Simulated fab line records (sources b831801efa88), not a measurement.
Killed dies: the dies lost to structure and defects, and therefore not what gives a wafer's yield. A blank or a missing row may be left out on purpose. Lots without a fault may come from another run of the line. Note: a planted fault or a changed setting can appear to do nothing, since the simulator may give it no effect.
Struck lot and sound lot, side by side ; flow sky130 ; 15 out of 708 route steps
Sound: these wafers, L981.1, L981.4, L981.6. Wafers struck: L973.2, L973.3, L973.4. The cause comes at the end.
Each step with rows lists, per side, the tool, then ch with its chambers, then its first start. Under that, the readings that differ: sound wafers ; struck wafers ; difference of the means ; sigmas: that difference in standard deviations of wafers without a fault.
alike: words and numbers the same on both sides, and readings whose means are apart by under 2 such deviations; not compared: readings that were withheld, readings missing a value for some wafer, numbers with overlapping values and no deviation given by the record, and bounds like >300 which may hide the same value.
Wherever a step has rows on one side only, a row that says differs or no value, or a row with sigmas, the two part there. When numbers do not overlap yet have no deviation, they are printed without sigmas and do not part them. Lack of a reading on every wafer of one side parts them only where that side has two or more wafers.

SKY_POLY_GATE_THK_MEAS_21:
  sound on film_metro-02, day 22 19:04; struck on film_metro-04, day 19 21:34
  alike: POLY_GATE_OXIDATION_THK
SKY_POLY_GATE_CD_MEAS_22:
  sound on cd_sem-02, day 22 19:07; struck on cd_sem-01, day 19 21:38
  alike: cd_nm
then, 7 steps without rows for these wafers: SKY_LDD_N_DEHYDRATE_00 (time 60 s); SKY_LDD_N_HMDS_01 (prime time 60 s); SKY_LDD_N_COAT_02 (resist thk 300 nm); SKY_LDD_N_SOFTBAKE_03 (time 60 s); SKY_LDD_N_EXPOSE_04 (exposes mask NTM, target cd 840 nm); SKY_LDD_N_PEB_05; SKY_LDD_N_DEVELOP_06 (develop time 60 s).
SKY_LDD_N_OVL_MEAS_07:
  sound on overlay-02, day 24 02:17; struck on overlay-01, day 21 04:06
  alike: LDD_N_OVL
then, 2 steps without rows for these wafers: SKY_LDD_N_IMPLANT_08; SKY_LDD_N_IMPLANT_09.
SKY_LDD_N_IMPLANT_10:
  sound on implanter-01 ch 0, day 24 02:38; struck on implanter-03 ch 0, day 21 04:27
reading;sound;struck;difference;sigmas
beam_energy_keV;19.993 19.995 19.994;19.758 19.764 19.760;-0.233;-33
model.implant.drp_nm (nm);7.212 7.212 7.212;7.151 7.151 7.151;-0.061;
  alike: beam_on_s
then, 1 step without rows for these wafers: SKY_LDD_N_IMPLANT_11.
-- the record jumps here: 27 days lie between the struck wafers' starts before and after (it left off in module LDD_N and takes up again in module PAD_OPEN, whose first step shown is number 708 of the route) --
SKY_PAD_OPEN_PROBE_99:
  sound on prober-01, day 49 22:53; struck on prober-02, day 48 00:29
reading;sound;struck;difference;sigmas
killed_at_front_end;28 19 19;13 12 13;-9;-2
  alike: killed_at_M0_to_M3, killed_at_M4_up, killed_at_contacts, killed_at_other, killed_dies, killed_on_rim, killed_open, killed_short

WHERE THEY PART
At SKY_LDD_N_IMPLANT_10 first; at SKY_PAD_OPEN_PROBE_99 last (within this record only).

WHY: what the simulator had put in
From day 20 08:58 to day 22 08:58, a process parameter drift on implanter-03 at SKY_LDD_N_IMPLANT_10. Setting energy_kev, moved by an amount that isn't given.
